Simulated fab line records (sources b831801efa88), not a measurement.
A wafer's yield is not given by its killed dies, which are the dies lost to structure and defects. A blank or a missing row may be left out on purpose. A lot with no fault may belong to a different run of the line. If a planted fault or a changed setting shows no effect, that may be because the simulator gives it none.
Which tool was responsible? || flow gf180mcu || Sampling: 14 lots, 42 wafers, 5 of 602 route steps

== WHAT EACH GAUGE READ, for each wafer ==
GF_HV_LDD_TW_MEAS_50.
{"lot": "L405", "measured": "day 12 14:45", "on": "film_metro-01", "HV_LDD_4_TW": "558 560 559"}
{"lot": "L406", "measured": "day 12 19:07", "on": "film_metro-03", "HV_LDD_4_TW": "564 560 562"}
{"lot": "L408", "measured": "day 13 06:47", "on": "film_metro-04", "HV_LDD_4_TW": "567 571 570"}
{"lot": "L409", "measured": "day 13 17:10", "on": "film_metro-04", "HV_LDD_4_TW": "570 568 572"}
{"lot": "L410", "measured": "day 14 00:52", "on": "film_metro-04", "HV_LDD_4_TW": "572 573 571"}
{"lot": "L412", "measured": "day 14 17:53", "on": "film_metro-04", "HV_LDD_4_TW": "570 570 571"}
{"lot": "L411", "measured": "day 14 19:14", "on": "film_metro-04", "HV_LDD_4_TW": "569 569 571"}
{"lot": "L413", "measured": "day 15 01:35", "on": "film_metro-03", "HV_LDD_4_TW": "558 559 560"}
{"lot": "L415", "measured": "day 15 15:52", "on": "film_metro-04", "HV_LDD_4_TW": "564 566 566"}
{"lot": "L416", "measured": "day 16 00:24", "on": "film_metro-01", "HV_LDD_4_TW": "567 568 566"}
{"lot": "L420", "measured": "day 17 08:47", "on": "film_metro-04", "HV_LDD_4_TW": "572 567 569"}
{"lot": "L421", "measured": "day 17 14:17", "on": "film_metro-03", "HV_LDD_4_TW": "558 563 559"}
{"lot": "L425", "measured": "day 19 05:15", "on": "film_metro-04", "HV_LDD_4_TW": "569 567 567"}
{"lot": "L426", "measured": "day 19 13:32", "on": "film_metro-03", "HV_LDD_4_TW": "553 556 558"}

GF_HV_LDD_RS_MEAS_53: uses a four-point probe to measure.
{"lot": "L405", "measured": "day 12 14:56", "on": "film_metro-01", "HV_LDD_RS (ohm/sq)": "419.9 418.5 418.7"}
{"lot": "L406", "measured": "day 12 19:19", "on": "film_metro-01", "HV_LDD_RS (ohm/sq)": "418.4 418.6 417.7"}
{"lot": "L408", "measured": "day 13 06:58", "on": "film_metro-03", "HV_LDD_RS (ohm/sq)": "419.5 417.7 418.6"}
{"lot": "L409", "measured": "day 13 17:21", "on": "film_metro-04", "HV_LDD_RS (ohm/sq)": "418.2 416.9 417.9"}
{"lot": "L410", "measured": "day 14 01:06", "on": "film_metro-01", "HV_LDD_RS (ohm/sq)": "418.5 419.3 418.8"}
{"lot": "L412", "measured": "day 14 18:04", "on": "film_metro-03", "HV_LDD_RS (ohm/sq)": "417.4 417.4 417.5"}
{"lot": "L411", "measured": "day 14 19:25", "on": "film_metro-03", "HV_LDD_RS (ohm/sq)": "417.8 419.0 417.6"}
{"lot": "L413", "measured": "day 15 01:46", "on": "film_metro-03", "HV_LDD_RS (ohm/sq)": "418.8 418.1 417.6"}
{"lot": "L415", "measured": "day 15 16:03", "on": "film_metro-01", "HV_LDD_RS (ohm/sq)": "420.6 419.4 420.4"}
{"lot": "L416", "measured": "day 16 00:38", "on": "film_metro-04", "HV_LDD_RS (ohm/sq)": "417.9 417.8 417.0"}
{"lot": "L420", "measured": "day 17 08:59", "on": "film_metro-01", "HV_LDD_RS (ohm/sq)": "420.4 418.7 418.5"}
{"lot": "L421", "measured": "day 17 14:28", "on": "film_metro-03", "HV_LDD_RS (ohm/sq)": "417.9 417.1 418.3"}
{"lot": "L425", "measured": "day 19 05:26", "on": "film_metro-01", "HV_LDD_RS (ohm/sq)": "428.1 426.7 428.0"}
{"lot": "L426", "measured": "day 19 13:43", "on": "film_metro-03", "HV_LDD_RS (ohm/sq)": "427.8 426.0 426.4"}

== WHICH TOOL RAN EACH LOT (tool, then ch and the chambers of the sampled wafers, then the start) ==
{"lot": "L405", "GF_POLY_GATE_STRIP_14": "plasma_asher-03 ch 0,1, day 9 10:42", "GF_HV_LDD_IMPLANT_09": "implanter-02 ch 0, day 10 05:59", "GF_HV_LDD_RTA_52": "rtp_anneal-01 ch 0, day 12 14:52"}
{"lot": "L406", "GF_POLY_GATE_STRIP_14": "plasma_asher-01 ch 0,1, day 9 15:26", "GF_HV_LDD_IMPLANT_09": "implanter-02 ch 0, day 10 11:08", "GF_HV_LDD_RTA_52": "rtp_anneal-01 ch 0, day 12 19:13"}
{"lot": "L408", "GF_POLY_GATE_STRIP_14": "plasma_asher-04 ch 0,1, day 10 02:03", "GF_HV_LDD_IMPLANT_09": "implanter-01 ch 0, day 10 21:17", "GF_HV_LDD_RTA_52": "rtp_anneal-02 ch 0, day 13 06:53"}
{"lot": "L409", "GF_POLY_GATE_STRIP_14": "plasma_asher-04 ch 0,1, day 10 09:11", "GF_HV_LDD_IMPLANT_09": "implanter-01 ch 0, day 11 04:14", "GF_HV_LDD_RTA_52": "rtp_anneal-02 ch 0, day 13 17:17"}
{"lot": "L410", "GF_POLY_GATE_STRIP_14": "plasma_asher-04 ch 0,1, day 10 17:23", "GF_HV_LDD_IMPLANT_09": "implanter-01 ch 0, day 11 12:05", "GF_HV_LDD_RTA_52": "rtp_anneal-02 ch 0, day 14 01:02"}
{"lot": "L412", "GF_POLY_GATE_STRIP_14": "plasma_asher-01 ch 0, day 11 06:53", "GF_HV_LDD_IMPLANT_09": "implanter-02 ch 0, day 12 03:16", "GF_HV_LDD_RTA_52": "rtp_anneal-01 ch 0, day 14 17:59"}
{"lot": "L411", "GF_POLY_GATE_STRIP_14": "plasma_asher-03 ch 0,1, day 11 07:06", "GF_HV_LDD_IMPLANT_09": "implanter-01 ch 0, day 12 03:56", "GF_HV_LDD_RTA_52": "rtp_anneal-02 ch 0, day 14 19:21"}
{"lot": "L413", "GF_POLY_GATE_STRIP_14": "plasma_asher-01 ch 0,1, day 11 14:05", "GF_HV_LDD_IMPLANT_09": "implanter-01 ch 0, day 12 11:16", "GF_HV_LDD_RTA_52": "rtp_anneal-02 ch 0, day 15 01:41"}
{"lot": "L415", "GF_POLY_GATE_STRIP_14": "plasma_asher-04 ch 0,1, day 12 01:38", "GF_HV_LDD_IMPLANT_09": "implanter-03 ch 0, day 13 00:02", "GF_HV_LDD_RTA_52": "rtp_anneal-01 ch 0, day 15 15:59"}
{"lot": "L416", "GF_POLY_GATE_STRIP_14": "plasma_asher-04 ch 0,1, day 12 09:59", "GF_HV_LDD_IMPLANT_09": "implanter-03 ch 0, day 13 07:32", "GF_HV_LDD_RTA_52": "rtp_anneal-02 ch 0, day 16 00:32"}
{"lot": "L420", "GF_POLY_GATE_STRIP_14": "plasma_asher-04 ch 0,1, day 13 15:25", "GF_HV_LDD_IMPLANT_09": "implanter-02 ch 0, day 14 13:59", "GF_HV_LDD_RTA_52": "rtp_anneal-02 ch 0, day 17 08:54"}
{"lot": "L421", "GF_POLY_GATE_STRIP_14": "plasma_asher-01 ch 0,1, day 13 19:23", "GF_HV_LDD_IMPLANT_09": "implanter-01 ch 0, day 14 18:41", "GF_HV_LDD_RTA_52": "rtp_anneal-02 ch 0, day 17 14:24"}
{"lot": "L425", "GF_POLY_GATE_STRIP_14": "plasma_asher-04 ch 0,1, day 15 03:29", "GF_HV_LDD_IMPLANT_09": "implanter-02 ch 0, day 16 04:37", "GF_HV_LDD_RTA_52": "rtp_anneal-02 ch 0, day 19 05:22"}
{"lot": "L426", "GF_POLY_GATE_STRIP_14": "plasma_asher-03 ch 0,1, day 15 13:09", "GF_HV_LDD_IMPLANT_09": "implanter-02 ch 0, day 16 12:41", "GF_HV_LDD_RTA_52": "rtp_anneal-02 ch 0, day 19 13:39"}
- GF_POLY_GATE_STRIP_14: strips in O2/N2.
- GF_HV_LDD_IMPLANT_09
- GF_HV_LDD_RTA_52: time 10 s.

== AS READ BY THE TOOLS THEMSELVES (means over the sampled wafers that have a number; for cases with no such wafer, the mark the record gives instead) ==
GF_POLY_GATE_STRIP_14.
{"lot": "L405", "tool": "plasma_asher-03", "drypump_motor_current_A (A)": 5.9, "heater_power_w (W)": 309, "oes_product_au (a.u.)": 0.504}
{"lot": "L406", "tool": "plasma_asher-01", "drypump_motor_current_A (A)": 5.6, "heater_power_w (W)": 329, "oes_product_au (a.u.)": 0.505}
{"lot": "L408", "tool": "plasma_asher-04", "drypump_motor_current_A (A)": 5.1, "heater_power_w (W)": 312, "oes_product_au (a.u.)": 0.505}
{"lot": "L409", "tool": "plasma_asher-04", "drypump_motor_current_A (A)": 5.1, "heater_power_w (W)": 306, "oes_product_au (a.u.)": 0.506}
{"lot": "L410", "tool": "plasma_asher-04", "drypump_motor_current_A (A)": 5.1, "heater_power_w (W)": 315, "oes_product_au (a.u.)": 0.508}
{"lot": "L412", "tool": "plasma_asher-01", "drypump_motor_current_A (A)": 6.4, "heater_power_w (W)": 330, "oes_product_au (a.u.)": 0.501}
{"lot": "L411", "tool": "plasma_asher-03", "drypump_motor_current_A (A)": 6.0, "heater_power_w (W)": 310, "oes_product_au (a.u.)": 0.504}
{"lot": "L413", "tool": "plasma_asher-01", "drypump_motor_current_A (A)": 5.6, "heater_power_w (W)": 327, "oes_product_au (a.u.)": 0.502}
{"lot": "L415", "tool": "plasma_asher-04", "drypump_motor_current_A (A)": 5.5, "heater_power_w (W)": 289, "oes_product_au (a.u.)": 0.504}
{"lot": "L416", "tool": "plasma_asher-04", "drypump_motor_current_A (A)": 5.5, "heater_power_w (W)": 289, "oes_product_au (a.u.)": 0.503}
{"lot": "L420", "tool": "plasma_asher-04", "drypump_motor_current_A (A)": 5.2, "heater_power_w (W)": 314, "oes_product_au (a.u.)": 0.505}
{"lot": "L421", "tool": "plasma_asher-01", "drypump_motor_current_A (A)": 6.0, "heater_power_w (W)": 329, "oes_product_au (a.u.)": 0.503}
{"lot": "L425", "tool": "plasma_asher-04", "drypump_motor_current_A (A)": 5.2, "heater_power_w (W)": 315, "oes_product_au (a.u.)": 0.509}
{"lot": "L426", "tool": "plasma_asher-03", "drypump_motor_current_A (A)": 5.9, "heater_power_w (W)": 308, "oes_product_au (a.u.)": 0.505}

GF_HV_LDD_RTA_52.
{"lot": "L405", "tool": "rtp_anneal-01", "lamp_power_pct (%)": 38, "wafer_temp_C_max": 1008.1}
{"lot": "L406", "tool": "rtp_anneal-01", "lamp_power_pct (%)": 38, "wafer_temp_C_max": 1008.6}
{"lot": "L408", "tool": "rtp_anneal-02", "lamp_power_pct (%)": 32, "wafer_temp_C_max": 1004.6}
{"lot": "L409", "tool": "rtp_anneal-02", "lamp_power_pct (%)": 32, "wafer_temp_C_max": 1004.6}
{"lot": "L410", "tool": "rtp_anneal-02", "lamp_power_pct (%)": 32, "wafer_temp_C_max": 1004.5}
{"lot": "L412", "tool": "rtp_anneal-01", "lamp_power_pct (%)": 38, "wafer_temp_C_max": 1007.6}
{"lot": "L411", "tool": "rtp_anneal-02", "lamp_power_pct (%)": 32, "wafer_temp_C_max": 1005.2}
{"lot": "L413", "tool": "rtp_anneal-02", "lamp_power_pct (%)": 32, "wafer_temp_C_max": 1004.5}
{"lot": "L415", "tool": "rtp_anneal-01", "lamp_power_pct (%)": 38, "wafer_temp_C_max": 1007.4}
{"lot": "L416", "tool": "rtp_anneal-02", "lamp_power_pct (%)": 32, "wafer_temp_C_max": 1004.7}
{"lot": "L420", "tool": "rtp_anneal-02", "lamp_power_pct (%)": 32, "wafer_temp_C_max": 1005.0}
{"lot": "L421", "tool": "rtp_anneal-02", "lamp_power_pct (%)": 32, "wafer_temp_C_max": 1005.7}
{"lot": "L425", "tool": "rtp_anneal-02", "lamp_power_pct (%)": 32, "wafer_temp_C_max": 1004.3}
{"lot": "L426", "tool": "rtp_anneal-02", "lamp_power_pct (%)": 32, "wafer_temp_C_max": 1003.8}

== THE ANSWER, worked out from the rows above alone ==
Rule: the lots themselves supply what counts as usual. Put in order of their means at a reading, lots are off if they are a third of the lots or fewer, leave a main group of 4 or more, and stand apart from it by a gap of 3 or more times the standard deviation of the main group's means; of several such gaps the widest counts. If all means in a main group match to the digits the tables above print for the reading, that group is not used. Also off: a lot with no number at a reading for which 4 or more lots have one. All remaining lots with rows at the step are treated as sound. After the gauges, taken in route order, come the tools' own readings; for these a lot's mean is taken, as printed above. At the first step where some lot is off, the reading lying furthest off is the one used; lots without a number count as furthest.
Off: L425, L426, seen at GF_HV_LDD_RS_MEAS_53 (HV_LDD_RS). The main group: mean 418.4 ohm/sq, standard deviation 0.77.
If a tool, at a process step before that reading, ran all the lots that are off and no sound lot after the first of them, it fits. Those tools and the gauges at GF_HV_LDD_RS_MEAS_53 are tried in the same way. Can't be told from this: 2 tools fit, implanter-02 at GF_HV_LDD_IMPLANT_09, rtp_anneal-02 at GF_HV_LDD_RTA_52.

== WHAT THE SIMULATOR HAD PUT IN ==
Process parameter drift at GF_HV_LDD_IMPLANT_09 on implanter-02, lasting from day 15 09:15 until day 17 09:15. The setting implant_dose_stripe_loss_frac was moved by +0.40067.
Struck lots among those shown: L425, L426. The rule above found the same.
